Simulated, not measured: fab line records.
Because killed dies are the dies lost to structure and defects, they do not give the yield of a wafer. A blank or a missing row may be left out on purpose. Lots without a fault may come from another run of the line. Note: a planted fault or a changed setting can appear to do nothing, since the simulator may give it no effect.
Which tool did it? || flow sky130 || 12 lots with 36 wafers sampled at 4 steps, on a route of 708 steps

WHAT THE GAUGES READ, wafer by wafer
SKY_FIELD_ISO_BOW_MEAS_00.
{"lot": "L132", "measured": "day 1 10:00", "on": "film metro-02", "INCOMING_BOW (um)": "6 -8 -2"}
{"lot": "L133", "measured": "day 1 15:00", "on": "film metro-01", "INCOMING_BOW (um)": "-1 4 5"}
{"lot": "L136", "measured": "day 2 06:01", "on": "film metro-02", "INCOMING_BOW (um)": "-7 -3 3"}
{"lot": "L138", "measured": "day 2 16:02", "on": "film metro-03", "INCOMING_BOW (um)": "-2 1 7"}
{"lot": "L139", "measured": "day 2 21:02", "on": "film metro-01", "INCOMING_BOW (um)": "-3 1 6"}
{"lot": "L140", "measured": "day 3 02:02", "on": "film metro-02", "INCOMING_BOW (um)": "4 3 0"}
{"lot": "L141", "measured": "day 3 07:00", "on": "film metro-02", "INCOMING_BOW (um)": "-10 -10 1"}
{"lot": "L142", "measured": "day 3 12:01", "on": "film metro-03", "INCOMING_BOW (um)": "0 -9 -2"}
{"lot": "L143", "measured": "day 3 17:00", "on": "film metro-03", "INCOMING_BOW (um)": "-9 3 -16"}
{"lot": "L146", "measured": "day 4 08:01", "on": "film metro-01", "INCOMING_BOW (um)": "-1 -2 -4"}
{"lot": "L147", "measured": "day 4 13:01", "on": "film metro-01", "INCOMING_BOW (um)": "-6 5 5"}
{"lot": "L151", "measured": "day 5 09:00", "on": "film metro-03", "INCOMING_BOW (um)": "-7 -3 -5"}

SKY_NWELL_RS_MEAS_29: the measuring method here is four-point-probe.
{"lot": "L132", "measured": "day 5 11:13", "on": "film metro-04", "NWELL_RS (ohm/sq)": "626.2 625.3 626.9"}
{"lot": "L133", "measured": "day 5 13:52", "on": "film metro-01", "NWELL_RS (ohm/sq)": "623.4 622.4 622.4"}
{"lot": "L136", "measured": "day 6 08:07", "on": "film metro-04", "NWELL_RS (ohm/sq)": "627.4 626.6 626.8"}
{"lot": "L138", "measured": "day 6 17:05", "on": "film metro-01", "NWELL_RS (ohm/sq)": "626.8 625.1 626.2"}
{"lot": "L139", "measured": "day 7 03:10", "on": "film metro-01", "NWELL_RS (ohm/sq)": "624.3 621.0 623.1"}
{"lot": "L140", "measured": "day 7 07:20", "on": "film metro-03", "NWELL_RS (ohm/sq)": "622.9 623.4 623.2"}
{"lot": "L141", "measured": "day 7 13:39", "on": "film metro-04", "NWELL_RS (ohm/sq)": "625.6 624.9 626.0"}
{"lot": "L142", "measured": "day 7 18:28", "on": "film metro-01", "NWELL_RS (ohm/sq)": "621.2 623.4 624.0"}
{"lot": "L143", "measured": "day 8 04:58", "on": "film metro-04", "NWELL_RS (ohm/sq)": "627.1 626.6 625.3"}
{"lot": "L146", "measured": "day 9 00:23", "on": "film metro-04", "NWELL_RS (ohm/sq)": "628.3 628.0 627.8"}
{"lot": "L147", "measured": "day 9 06:05", "on": "film metro-04", "NWELL_RS (ohm/sq)": "634.2 633.6 635.3"}
{"lot": "L151", "measured": "day 10 08:01", "on": "film metro-03", "NWELL_RS (ohm/sq)": "629.9 630.6 630.8"}

SKY_NWELL_RS_MEAS_31: the measuring method here is four-point-probe.
{"lot": "L132", "measured": "day 5 11:28", "on": "film metro-04", "PWDE_RS (ohm/sq)": "5342 5316 5335"}
{"lot": "L133", "measured": "day 5 14:07", "on": "film metro-01", "PWDE_RS (ohm/sq)": "5312 5301 5292"}
{"lot": "L136", "measured": "day 6 08:22", "on": "film metro-04", "PWDE_RS (ohm/sq)": "5331 5337 5312"}
{"lot": "L138", "measured": "day 6 17:20", "on": "film metro-01", "PWDE_RS (ohm/sq)": "5316 5325 5323"}
{"lot": "L139", "measured": "day 7 03:24", "on": "film metro-01", "PWDE_RS (ohm/sq)": "5272 5273 5281"}
{"lot": "L140", "measured": "day 7 07:35", "on": "film metro-03", "PWDE_RS (ohm/sq)": "5302 5317 5298"}
{"lot": "L141", "measured": "day 7 13:53", "on": "film metro-04", "PWDE_RS (ohm/sq)": "5324 5321 5311"}
{"lot": "L142", "measured": "day 7 18:43", "on": "film metro-01", "PWDE_RS (ohm/sq)": "5296 5309 5327"}
{"lot": "L143", "measured": "day 8 05:13", "on": "film metro-04", "PWDE_RS (ohm/sq)": "5346 5336 5334"}
{"lot": "L146", "measured": "day 9 00:37", "on": "film metro-04", "PWDE_RS (ohm/sq)": "5334 5339 5314"}
{"lot": "L147", "measured": "day 9 06:19", "on": "film metro-04", "PWDE_RS (ohm/sq)": "5320 5317 5311"}
{"lot": "L151", "measured": "day 10 08:15", "on": "film metro-03", "PWDE_RS (ohm/sq)": "5303 5335 5313"}

EACH LOT AND THE TOOL THAT RAN IT (in order: tool; ch and the chambers of the sampled wafers; start)
{"lot": "L132", "SKY_NWELL_IMPLANT_11": "implanter-03 ch 0, day 4 16:50"}
{"lot": "L133", "SKY_NWELL_IMPLANT_11": "implanter-03 ch 0, day 4 19:46"}
{"lot": "L136", "SKY_NWELL_IMPLANT_11": "implanter-02 ch 0, day 5 13:04"}
{"lot": "L138", "SKY_NWELL_IMPLANT_11": "implanter-01 ch 0, day 5 21:27"}
{"lot": "L139", "SKY_NWELL_IMPLANT_11": "implanter-01 ch 0, day 6 06:58"}
{"lot": "L140", "SKY_NWELL_IMPLANT_11": "implanter-03 ch 0, day 6 11:09"}
{"lot": "L141", "SKY_NWELL_IMPLANT_11": "implanter-01 ch 0, day 6 16:56"}
{"lot": "L142", "SKY_NWELL_IMPLANT_11": "implanter-02 ch 0, day 6 21:58"}
{"lot": "L143", "SKY_NWELL_IMPLANT_11": "implanter-03 ch 0, day 7 08:16"}
{"lot": "L146", "SKY_NWELL_IMPLANT_11": "implanter-01 ch 0, day 8 02:11"}
{"lot": "L147", "SKY_NWELL_IMPLANT_11": "implanter-03 ch 0, day 8 08:19"}
{"lot": "L151", "SKY_NWELL_IMPLANT_11": "implanter-03 ch 0, day 9 08:49"}
- SKY_NWELL_IMPLANT_11

WHAT THE TOOLS THEMSELVES READ (means of the sampled wafers that have a number; where no wafer has one, the mark that the record gives instead)
SKY_NWELL_IMPLANT_11.
{"lot": "L132", "tool": "implanter-03", "beam energy keV": 400.01, "end station pressure torr (Torr)": 5.20e-06}
{"lot": "L133", "tool": "implanter-03", "beam energy keV": 399.97, "end station pressure torr (Torr)": 5.25e-06}
{"lot": "L136", "tool": "implanter-02", "beam energy keV": 399.93, "end station pressure torr (Torr)": 5.19e-06}
{"lot": "L138", "tool": "implanter-01", "beam energy keV": 399.89, "end station pressure torr (Torr)": 5.32e-06}
{"lot": "L139", "tool": "implanter-01", "beam energy keV": 399.97, "end station pressure torr (Torr)": 5.06e-06}
{"lot": "L140", "tool": "implanter-03", "beam energy keV": 399.96, "end station pressure torr (Torr)": 5.26e-06}
{"lot": "L141", "tool": "implanter-01", "beam energy keV": 400.02, "end station pressure torr (Torr)": 5.26e-06}
{"lot": "L142", "tool": "implanter-02", "beam energy keV": 400.04, "end station pressure torr (Torr)": 5.13e-06}
{"lot": "L143", "tool": "implanter-03", "beam energy keV": 399.97, "end station pressure torr (Torr)": 4.99e-06}
{"lot": "L146", "tool": "implanter-01", "beam energy keV": 399.97, "end station pressure torr (Torr)": 4.96e-06}
{"lot": "L147", "tool": "implanter-03", "beam energy keV": 379.06, "end station pressure torr (Torr)": 4.86e-06}
{"lot": "L151", "tool": "implanter-03", "beam energy keV": 379.02, "end station pressure torr (Torr)": 5.02e-06}

THE ANSWER, worked out from the rows above alone
Rule: what is usual is taken from the lots themselves. The widest of any qualifying gaps counts: lots, ordered by their means at a reading, are off when they make up no more than a third of the lots, leave a main group of 4 or more, and stand apart from it by 3 or more times the standard deviation of that group's means. A main group whose means are all the same, to the digits that the tables above print for the reading, isn't used. Also off: a lot with no number at a reading for which 4 or more lots have one. All remaining lots with rows at the step are treated as sound. First the gauges in route order, then the tools' own readings, where a lot's mean is used as printed above. At the first step where some lot is off, the reading lying furthest off is the one used; lots without a number count as furthest.
Off, at SKY_NWELL_IMPLANT_11 on beam energy keV: L147, L151. The main group: mean 399.97, standard deviation 0.041.
A tool fits if, at that step or a process step before it, it ran every lot that is off, and no sound lot after the first of them. One fits: SKY_NWELL_IMPLANT_11 on implanter-03. A fault onset in the window from L143 (day 7 08:16, its last sound lot) to L147 (day 8 08:19, its first lot off) fits.
On the lots that are off, the tool's own readings at SKY_NWELL_IMPLANT_11 differ by more than 5 times the standard deviation of the sound lots' means, which bears it out; beam energy keV reads 379.04 there versus 399.97 on the sound lots.

WHAT THE SIMULATOR HAD INSERTED
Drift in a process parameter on implanter-03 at SKY_NWELL_IMPLANT_11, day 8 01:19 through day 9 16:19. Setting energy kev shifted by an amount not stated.
Struck lots among those shown: L147, L151. The rule above found the same.
